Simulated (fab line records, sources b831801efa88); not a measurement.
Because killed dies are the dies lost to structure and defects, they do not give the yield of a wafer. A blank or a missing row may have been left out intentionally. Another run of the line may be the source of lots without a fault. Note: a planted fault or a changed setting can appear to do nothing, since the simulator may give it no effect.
A lot that was struck, set against a sound lot / flow sfqLine / 14 out of 325 route steps
Sound: wafers L329.1, L329.5, L329.6. Wafers struck: L335.1, L335.3, L335.4. At the end, the cause is stated.
Per side, at each step with rows, come the tool, then ch with its chambers, and then its first start. Under that, the readings that differ: sound wafers / struck wafers / difference of the means / sigmas: that difference in standard deviations of wafers without a fault.
alike: a reading whose means differ by less than 2 such deviations, as well as words and numbers matching on both sides. not compared: withheld readings; readings where some wafer has no value; bounds like >300 that might hide an equal value; numbers whose values overlap and for which the record gives no deviation.
Wherever a step has rows on one side only, a row that says differs or no value, or a row with sigmas, the two part there. When numbers do not overlap yet have no deviation, they are printed without sigmas and do not part them. Lack of a reading on every wafer of one side parts them only where that side has two or more wafers.

first, 2 steps without rows for these wafers: SFQ_TRILAYER_I2_VIA_STRIP_SOLV_CLEAN_072 (cleans in NMP, time 600 s); SFQ_TRILAYER_M3_DEP_PRE_CLEAN_074 (time 22.5 s).
SFQ_TRILAYER_M3_DEP_SPUTTER_073: material Nb, target thk 200 nm, time 133.3 s.
  sound on pvdSputter-05 at day 22 13:02; struck on pvdSputter-05 at day 25 07:58
  alike: basePressurePa, throttleValvePct
SFQ_M3_RS_MEAS_919: a four-point-probe measurement.
  sound on filmMetro-01 at day 22 13:07; struck on filmMetro-01 at day 25 08:03
reading=M3_NB_RS (ohm/sq); sound=0.889 0.892 0.905; struck=0.875 0.865 0.886; difference=-0.020; sigmas=-2
then, 6 steps without rows for these wafers: SFQ_TRILAYER_M3_LITHO_COAT_080 (resist thk 62 nm); SFQ_TRILAYER_M3_LITHO_COAT_075 (resist thk 600 nm); SFQ_TRILAYER_M3_LITHO_SOFTBAKE_079; SFQ_TRILAYER_M3_LITHO_EXPOSE_076 (exposes mask M3, target cd 500 nm); SFQ_TRILAYER_M3_LITHO_PEB_078 (peb time 60 s); SFQ_TRILAYER_M3_LITHO_DEVELOP_077 (time 60 s).
-- the record jumps here: 6 days lie between the struck wafers' starts before and after --
SFQ_M3_OVL_MEAS_921:
  sound on overlay-01 at day 26 23:23; struck on overlay-02 at day 31 07:51
  alike: M3_OVL
SFQ_TRILAYER_M3_BARC_OPEN_METAL_ETCH_100: etches BARC in O2, target depth 125 nm, time 41.7 s.
  sound on rieMetal-02 ch 0,1, day 26 23:25; struck on rieMetal-01 ch 0,1, day 31 07:53
reading=drypumpMotorCurrentA (A); sound=4.6 5.2 4.7; struck=6.2 6.2 6.5; difference=+1.5; sigmas=+2
reading=oesProductAu (a.u.); sound=0.686 0.688 0.683; struck=0.760 0.754 0.753; difference=+0.070; sigmas=+15
reading=runLengthS (s); sound=69.7 70.5 69.9; struck=67.1 67.8 67.3; difference=-2.6; sigmas=-3
reading=model.KrF_of_TRILAYER_M3_LITHO_COAT_075.thkNm (nm); sound=519.2 521.1 521.3; struck=524.4 526.5 526; difference=+5.1; sigmas=
  not compared: rfHoursCounterH
SFQ_TRILAYER_M3_ETCH_METAL_ETCH_078: etches Nb in Cl2/Ar, stops on SiO2, target depth 240 nm, time 120 s.
  sound on rieMetal-02 ch 0,1, day 26 23:29; struck on rieMetal-01 ch 0,1, day 31 07:58
reading=drypumpMotorCurrentA (A); sound=4.6 5.3 4.6; struck=6.2 6.2 6.6; difference=+1.5; sigmas=+2
reading=runLengthS (s); sound=148.0 148.4 148.2; struck=151.0 150.6 150.8; difference=+2.6; sigmas=+3
reading=model.KrF_of_TRILAYER_M3_LITHO_COAT_075.thkNm (nm); sound=377.5 381.7 380.1; struck=384.2 385.8 387.9; difference=+6.2; sigmas=
  alike: oesProductAu
  not compared: rfHoursCounterH
SFQ_TRILAYER_M3_STRIP_STRIP_079: strips in O2.
  sound on rieMetal-02 ch 0,1, day 26 23:37; struck on rieMetal-01 ch 0,1, day 31 08:08
reading=drypumpMotorCurrentA (A); sound=4.7 5.3 4.6; struck=6.2 6.2 6.5; difference=+1.4; sigmas=+2
  alike: oesProductAu
  not compared: rfHoursCounterH

WHERE THEY PART
Last at SFQ_TRILAYER_M3_STRIP_STRIP_079 as far as this record goes, first at SFQ_M3_RS_MEAS_919.

WHY: what the simulator had put in
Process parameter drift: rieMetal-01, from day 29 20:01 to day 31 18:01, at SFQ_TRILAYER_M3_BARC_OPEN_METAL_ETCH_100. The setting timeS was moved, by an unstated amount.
